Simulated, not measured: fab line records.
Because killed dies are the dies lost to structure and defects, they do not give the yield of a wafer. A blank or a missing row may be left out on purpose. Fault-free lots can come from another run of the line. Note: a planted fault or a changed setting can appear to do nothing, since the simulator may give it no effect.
The tool behind it: which one? / flow sky130 / Sampling: 12 lots, 36 wafers, 5 of 708 route steps

== WHAT EACH GAUGE READ, for each wafer ==
SKY_VT_ADJUST_LVTN_TW_MEAS_21. Usual: for VT_ADJUST_LVTN_2_TW the level is 190.3 and the standard deviation is 0.8.
lot=L645; measured=day 7 15:04; on=film metro-03; VT_ADJUST_LVTN_2_TW=191.4 190.8 191.6; flag=
lot=L648; measured=day 8 12:52; on=film metro-04; VT_ADJUST_LVTN_2_TW=189.7 191.3 189.8; flag=
lot=L649; measured=day 8 21:43; on=film metro-04; VT_ADJUST_LVTN_2_TW=190.1 190.0 190.6; flag=
lot=L652; measured=day 9 19:56; on=film metro-03; VT_ADJUST_LVTN_2_TW=191.1 191.7 191.2; flag=
lot=L653; measured=day 10 00:25; on=film metro-04; VT_ADJUST_LVTN_2_TW=189.3 190.1 190.4; flag=
lot=L656; measured=day 10 18:52; on=film metro-01; VT_ADJUST_LVTN_2_TW=190.1 190.3 189.7; flag=
lot=L659; measured=day 11 17:22; on=film metro-04; VT_ADJUST_LVTN_2_TW=189.4 190.3 190.4; flag=
lot=L662; measured=day 12 09:38; on=film metro-03; VT_ADJUST_LVTN_2_TW=190.3 188.4 189.1; flag=
lot=L663; measured=day 12 17:58; on=film metro-04; VT_ADJUST_LVTN_2_TW=189.5 189.7 189.6; flag=
lot=L665; measured=day 13 07:20; on=film metro-01; VT_ADJUST_LVTN_2_TW=190.6 190.8 190.5; flag=
lot=L667; measured=day 14 00:34; on=film metro-01; VT_ADJUST_LVTN_2_TW=190.9 189.1 189.2; flag=
lot=L668; measured=day 14 10:30; on=film metro-03; VT_ADJUST_LVTN_2_TW=191.4 191.5 190.7; flag=

SKY_SONOS_TUNNEL_OVL_MEAS_08. Usual: for SONOS_TUNNEL_OVL the level is -1.8 nm and the standard deviation is 1.3.
lot=L645; measured=day 11 03:57; on=overlay-02; SONOS_TUNNEL_OVL (nm)=-1.9 -2.5 -0.7; flag=
lot=L648; measured=day 12 06:53; on=overlay-01; SONOS_TUNNEL_OVL (nm)=-3.4 -2.9 -2.0; flag=
lot=L649; measured=day 12 15:57; on=overlay-01; SONOS_TUNNEL_OVL (nm)=-0.5 -2.5 -0.3; flag=
lot=L652; measured=day 13 20:41; on=overlay-01; SONOS_TUNNEL_OVL (nm)=-1.6 -2.5 -1.8; flag=
lot=L653; measured=day 14 02:10; on=overlay-02; SONOS_TUNNEL_OVL (nm)=-4.2 -2.5 -1.1; flag=
lot=L656; measured=day 14 23:11; on=overlay-01; SONOS_TUNNEL_OVL (nm)=-0.7 -2.5 -1.4; flag=
lot=L659; measured=day 15 23:26; on=overlay-01; SONOS_TUNNEL_OVL (nm)=167.0 168.3 166.7; flag=OFF
lot=L662; measured=day 16 19:47; on=overlay-01; SONOS_TUNNEL_OVL (nm)=169.5 169.3 168.3; flag=OFF
lot=L663; measured=day 17 02:32; on=overlay-02; SONOS_TUNNEL_OVL (nm)=169.4 166.6 169.1; flag=OFF
lot=L665; measured=day 17 18:01; on=overlay-01; SONOS_TUNNEL_OVL (nm)=169.0 167.0 168.8; flag=OFF
lot=L667; measured=day 18 14:29; on=overlay-01; SONOS_TUNNEL_OVL (nm)=-2.0 -1.2 -1.5; flag=
lot=L668; measured=day 19 01:26; on=overlay-02; SONOS_TUNNEL_OVL (nm)=-0.6 -0.6 -1.1; flag=

== EACH LOT AND THE TOOL THAT RAN IT (in order: tool; ch and the chambers of the sampled wafers; start) ==
lot=L645; SKY_VT_ADJUST_LVTN_STRIP_09=plasma asher-02 ch 1, day 6 19:05; SKY_VT_ADJUST_PCH_STRIP_09=plasma asher-04 ch 0,1, day 10 05:26; SKY_SONOS_TUNNEL_EXPOSE_04=iline stepper-01 ch 0, day 10 16:51
lot=L648; SKY_VT_ADJUST_LVTN_STRIP_09=plasma asher-02 ch 0,1, day 7 16:34; SKY_VT_ADJUST_PCH_STRIP_09=plasma asher-02 ch 0,1, day 11 04:50; SKY_SONOS_TUNNEL_EXPOSE_04=iline stepper-01 ch 0, day 11 17:47
lot=L649; SKY_VT_ADJUST_LVTN_STRIP_09=plasma asher-03 ch 0,1, day 8 00:35; SKY_VT_ADJUST_PCH_STRIP_09=plasma asher-03 ch 1, day 11 15:49; SKY_SONOS_TUNNEL_EXPOSE_04=iline stepper-02 ch 0, day 12 04:22
lot=L652; SKY_VT_ADJUST_LVTN_STRIP_09=plasma asher-02 ch 0,1, day 8 23:31; SKY_VT_ADJUST_PCH_STRIP_09=plasma asher-02 ch 0, day 12 19:22; SKY_SONOS_TUNNEL_EXPOSE_04=iline stepper-01 ch 0, day 13 08:06
lot=L653; SKY_VT_ADJUST_LVTN_STRIP_09=plasma asher-03 ch 0,1, day 9 03:44; SKY_VT_ADJUST_PCH_STRIP_09=plasma asher-02 ch 0,1, day 13 00:31; SKY_SONOS_TUNNEL_EXPOSE_04=iline stepper-02 ch 0, day 13 13:40
lot=L656; SKY_VT_ADJUST_LVTN_STRIP_09=plasma asher-02 ch 0,1, day 9 21:34; SKY_VT_ADJUST_PCH_STRIP_09=plasma asher-03 ch 0,1, day 13 22:17; SKY_SONOS_TUNNEL_EXPOSE_04=iline stepper-01 ch 0, day 14 10:21
lot=L659; SKY_VT_ADJUST_LVTN_STRIP_09=plasma asher-01 ch 0,1, day 10 17:13; SKY_VT_ADJUST_PCH_STRIP_09=plasma asher-02 ch 0,1, day 14 20:10; SKY_SONOS_TUNNEL_EXPOSE_04=iline stepper-01 ch 0, day 15 10:19
lot=L662; SKY_VT_ADJUST_LVTN_STRIP_09=plasma asher-03 ch 0,1, day 11 09:17; SKY_VT_ADJUST_PCH_STRIP_09=plasma asher-02 ch 0,1, day 15 16:10; SKY_SONOS_TUNNEL_EXPOSE_04=iline stepper-01 ch 0, day 16 05:57
lot=L663; SKY_VT_ADJUST_LVTN_STRIP_09=plasma asher-02 ch 0,1, day 11 17:01; SKY_VT_ADJUST_PCH_STRIP_09=plasma asher-04 ch 0,1, day 15 22:47; SKY_SONOS_TUNNEL_EXPOSE_04=iline stepper-01 ch 0, day 16 13:28
lot=L665; SKY_VT_ADJUST_LVTN_STRIP_09=plasma asher-02 ch 0,1, day 12 06:31; SKY_VT_ADJUST_PCH_STRIP_09=plasma asher-02 ch 0,1, day 16 14:22; SKY_SONOS_TUNNEL_EXPOSE_04=iline stepper-01 ch 0, day 17 03:52
lot=L667; SKY_VT_ADJUST_LVTN_STRIP_09=plasma asher-03 ch 0,1, day 12 22:26; SKY_VT_ADJUST_PCH_STRIP_09=plasma asher-04 ch 0,1, day 17 09:11; SKY_SONOS_TUNNEL_EXPOSE_04=iline stepper-02 ch 0, day 17 23:39
lot=L668; SKY_VT_ADJUST_LVTN_STRIP_09=plasma asher-03 ch 0,1, day 13 09:26; SKY_VT_ADJUST_PCH_STRIP_09=plasma asher-04 ch 0,1, day 17 19:41; SKY_SONOS_TUNNEL_EXPOSE_04=iline stepper-02 ch 0, day 18 09:37
- SKY_VT_ADJUST_LVTN_STRIP_09: strips in O2/N2.
- SKY_VT_ADJUST_PCH_STRIP_09: strips in O2/N2.
- SKY_SONOS_TUNNEL_EXPOSE_04: exposes mask TUNM, target cd 410 nm.

== AS READ BY THE TOOLS THEMSELVES (means over the sampled wafers that have a number; for cases with no such wafer, the mark the record gives instead) ==
SKY_VT_ADJUST_LVTN_STRIP_09. Usual: chamber pressure mTorr 1500.0 mTorr, standard deviation 1.8; drypump motor current A 6.0 A, standard deviation 0.32; oes product au 0.722 a.u., standard deviation 0.0047; strip time to endpoint s 36.87 s, standard deviation 0.1.
lot=L645; tool=plasma asher-02; chamber pressure mTorr (mTorr)=1499.3; drypump motor current A (A)=6.2; oes product au (a.u.)=0.723; strip time to endpoint s (s)=36.88; flag=
lot=L648; tool=plasma asher-02; chamber pressure mTorr (mTorr)=1500.2; drypump motor current A (A)=6.2; oes product au (a.u.)=0.722; strip time to endpoint s (s)=36.78; flag=
lot=L649; tool=plasma asher-03; chamber pressure mTorr (mTorr)=1500.6; drypump motor current A (A)=6.1; oes product au (a.u.)=0.719; strip time to endpoint s (s)=36.69; flag=
lot=L652; tool=plasma asher-02; chamber pressure mTorr (mTorr)=1501.2; drypump motor current A (A)=6.1; oes product au (a.u.)=0.724; strip time to endpoint s (s)=36.85; flag=
lot=L653; tool=plasma asher-03; chamber pressure mTorr (mTorr)=1499.0; drypump motor current A (A)=6.1; oes product au (a.u.)=0.722; strip time to endpoint s (s)=36.94; flag=
lot=L656; tool=plasma asher-02; chamber pressure mTorr (mTorr)=1500.1; drypump motor current A (A)=6.2; oes product au (a.u.)=0.725; strip time to endpoint s (s)=36.93; flag=
lot=L659; tool=plasma asher-01; chamber pressure mTorr (mTorr)=1500.4; drypump motor current A (A)=6.0; oes product au (a.u.)=0.723; strip time to endpoint s (s)=36.88; flag=
lot=L662; tool=plasma asher-03; chamber pressure mTorr (mTorr)=1500.0; drypump motor current A (A)=6.1; oes product au (a.u.)=0.721; strip time to endpoint s (s)=36.72; flag=
lot=L663; tool=plasma asher-02; chamber pressure mTorr (mTorr)=1499.0; drypump motor current A (A)=6.2; oes product au (a.u.)=0.721; strip time to endpoint s (s)=36.92; flag=
lot=L665; tool=plasma asher-02; chamber pressure mTorr (mTorr)=1500.0; drypump motor current A (A)=6.2; oes product au (a.u.)=0.724; strip time to endpoint s (s)=36.97; flag=
lot=L667; tool=plasma asher-03; chamber pressure mTorr (mTorr)=1499.2; drypump motor current A (A)=5.8; oes product au (a.u.)=0.720; strip time to endpoint s (s)=36.97; flag=
lot=L668; tool=plasma asher-03; chamber pressure mTorr (mTorr)=1499.2; drypump motor current A (A)=5.8; oes product au (a.u.)=0.724; strip time to endpoint s (s)=36.98; flag=

SKY_VT_ADJUST_PCH_STRIP_09. Usual: chamber pressure mTorr 1500.2 mTorr, standard deviation 1.3; drypump motor current A 5.9 A, standard deviation 0.36; oes product au 0.722 a.u., standard deviation 0.0047; strip time to endpoint s 36.90 s, standard deviation 0.11.
lot=L645; tool=plasma asher-04; chamber pressure mTorr (mTorr)=1500.4; drypump motor current A (A)=5.7; oes product au (a.u.)=0.722; strip time to endpoint s (s)=37.04; flag=
lot=L648; tool=plasma asher-02; chamber pressure mTorr (mTorr)=1501.0; drypump motor current A (A)=6.2; oes product au (a.u.)=0.719; strip time to endpoint s (s)=36.90; flag=
lot=L649; tool=plasma asher-03; chamber pressure mTorr (mTorr)=1498.7; drypump motor current A (A)=5.6; oes product au (a.u.)=0.723; strip time to endpoint s (s)=36.99; flag=
lot=L652; tool=plasma asher-02; chamber pressure mTorr (mTorr)=1500.7; drypump motor current A (A)=6.1; oes product au (a.u.)=0.718; strip time to endpoint s (s)=36.87; flag=
lot=L653; tool=plasma asher-02; chamber pressure mTorr (mTorr)=1500.9; drypump motor current A (A)=6.1; oes product au (a.u.)=0.722; strip time to endpoint s (s)=36.90; flag=
lot=L656; tool=plasma asher-03; chamber pressure mTorr (mTorr)=1502.2; drypump motor current A (A)=5.8; oes product au (a.u.)=0.719; strip time to endpoint s (s)=36.88; flag=
lot=L659; tool=plasma asher-02; chamber pressure mTorr (mTorr)=1501.5; drypump motor current A (A)=6.2; oes product au (a.u.)=0.720; strip time to endpoint s (s)=36.95; flag=
lot=L662; tool=plasma asher-02; chamber pressure mTorr (mTorr)=1499.1; drypump motor current A (A)=6.2; oes product au (a.u.)=0.722; strip time to endpoint s (s)=36.93; flag=
lot=L663; tool=plasma asher-04; chamber pressure mTorr (mTorr)=1500.4; drypump motor current A (A)=5.5; oes product au (a.u.)=0.715; strip time to endpoint s (s)=36.75; flag=
lot=L665; tool=plasma asher-02; chamber pressure mTorr (mTorr)=1499.8; drypump motor current A (A)=6.2; oes product au (a.u.)=0.721; strip time to endpoint s (s)=36.93; flag=
lot=L667; tool=plasma asher-04; chamber pressure mTorr (mTorr)=1499.8; drypump motor current A (A)=5.7; oes product au (a.u.)=0.726; strip time to endpoint s (s)=36.98; flag=
lot=L668; tool=plasma asher-04; chamber pressure mTorr (mTorr)=1500.1; drypump motor current A (A)=5.7; oes product au (a.u.)=0.720; strip time to endpoint s (s)=36.91; flag=

== THE ANSWER, worked out from the rows above alone ==
Rule: lot off if the mean of its wafers having a number is beyond 3 standard deviations from the usual mean. Also off: a lot with no number at a reading for which 4 or more lots have one. The other lots that the step has rows for count as sound. After the gauges, taken in route order, come the tools' own readings; for these a lot's mean is taken, as printed above. At the first step where some lot is off, the reading lying furthest off is the one used; lots without a number count as furthest.
Off: L659, L662, L663, L665, at SKY_SONOS_TUNNEL_OVL_MEAS_08 (SONOS_TUNNEL_OVL).
A tool fits if, at a process step before that reading, it ran every lot that is off, and no sound lot after the first of them. Those tools and the gauges at SKY_SONOS_TUNNEL_OVL_MEAS_08 are tried in the same way. One fits: iline stepper-01 at SKY_SONOS_TUNNEL_EXPOSE_04. A fault onset in the window from L656 (day 14 10:21, its last sound lot) to L659 (day 15 10:19, its first lot off) fits.

== WHAT THE SIMULATOR HAD PUT IN ==
Scanner matching overlay: iline stepper-01, from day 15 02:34 on, at SKY_SONOS_TUNNEL_EXPOSE_04. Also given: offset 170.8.
Shown lots that were struck: L659, L662, L663, L665. The same result came from the rule above.
